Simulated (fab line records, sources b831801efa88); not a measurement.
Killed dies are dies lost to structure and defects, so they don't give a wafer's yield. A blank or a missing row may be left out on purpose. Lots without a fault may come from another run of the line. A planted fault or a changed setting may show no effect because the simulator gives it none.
Problem report in the 8D (eight disciplines) form, filled by code | flow sky130 | the parts of the form that need people (team, actions taken, sign-off) are left out

1. THE PROBLEM
LDD_P_TW at SKY_LDD_P_TW_MEAS_11 reads a mean of 589 on 6 wafers of 2 lots; wafers without a fault read 639 with a standard deviation of 4.8. That is -10 standard deviations from the usual mean.
First seen on wafer L616.4, day 23 10:40, on film_metro-04. The record holds 42 wafers of 14 lots with a number at this step. Rule for "out", or "out of limits": more than 4 standard deviations from the usual mean. The other wafers with a number count as sound.

2. WHAT IT IS AND WHAT IT IS NOT
question                    | is                           | is not
which readings at this step | LDD_P_TW                     | -
which lots                  | L616, L617                   | L606, L607, L609, L610, L612, L613, L614, L615, L621, L625, L626, L627
which wafers of those lots  | all that have a number       | -
read on which gauges        | film_metro-02, film_metro-04 | film_metro-01
when                        | from day 23 10:40            | up to then (24 sound wafers); but 12 sound wafers of L621, L625, L626, L627 came after

3. SUSPECTS, AND WHAT RULES EACH OUT
Counting: a tool at a process step up to the reading stays a suspect if it ran every lot that is out and no sound lot after the first of them.
- the gauge at SKY_LDD_P_TW_MEAS_11: ruled out. The wafers that are out were read on 2 gauges (film_metro-02, film_metro-04).
- implanter-04 at SKY_LDD_P_IMPLANT_09: ruled out as a lasting fault. Sound lots L625 ran on it after its first lot that is out, L616 (day 23 10:28).
Left after counting: nothing in the record.

4. THE CAUSE (what the simulator had put in)
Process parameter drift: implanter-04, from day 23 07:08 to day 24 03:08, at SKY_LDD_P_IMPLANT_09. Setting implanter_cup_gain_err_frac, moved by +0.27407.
Counting ruled it out, wrongly: the rule takes a fault to strike every lot that its tool runs from its start on, and this one did not.

5. THE CHAIN OF EFFECTS, in route order
Each row: a reading whose mean over the struck wafers that have a number lies more than 3 standard deviations from the usual. Only readings for which the record gives a usual standard deviation are gone through. hours: the time from each lot's start at the first step in this table that gives one to its start at this step, as a median over the lots. sigmas: the change in usual standard deviations.
hours | step                 | reading            | usual   | on struck wafers | change | sigmas
0     | SKY_LDD_P_IMPLANT_09 | beam_on_s          | 10.00 s | 7.98             | -2.02  | -9.6
0     | SKY_LDD_P_IMPLANT_09 | faraday_current_uA | 56.4    | 70.7             | +14.3  | +13
0     | SKY_LDD_P_TW_MEAS_11 | LDD_P_TW           | 639     | 589              | -50    | -10
The process steps in it:
- SKY_LDD_P_IMPLANT_09

6. WHAT WOULD HAVE CAUGHT IT SOONER
In this record the first reading out of limits at a measuring or inspecting step was taken at day 23 10:40, 4 hours after the fault began at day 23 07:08.
The tool's own readings at SKY_LDD_P_IMPLANT_09 were out on every struck wafer that the step has a row for (beam_on_s, faraday_current_uA): an alarm limit on them would have fired on the first of those.
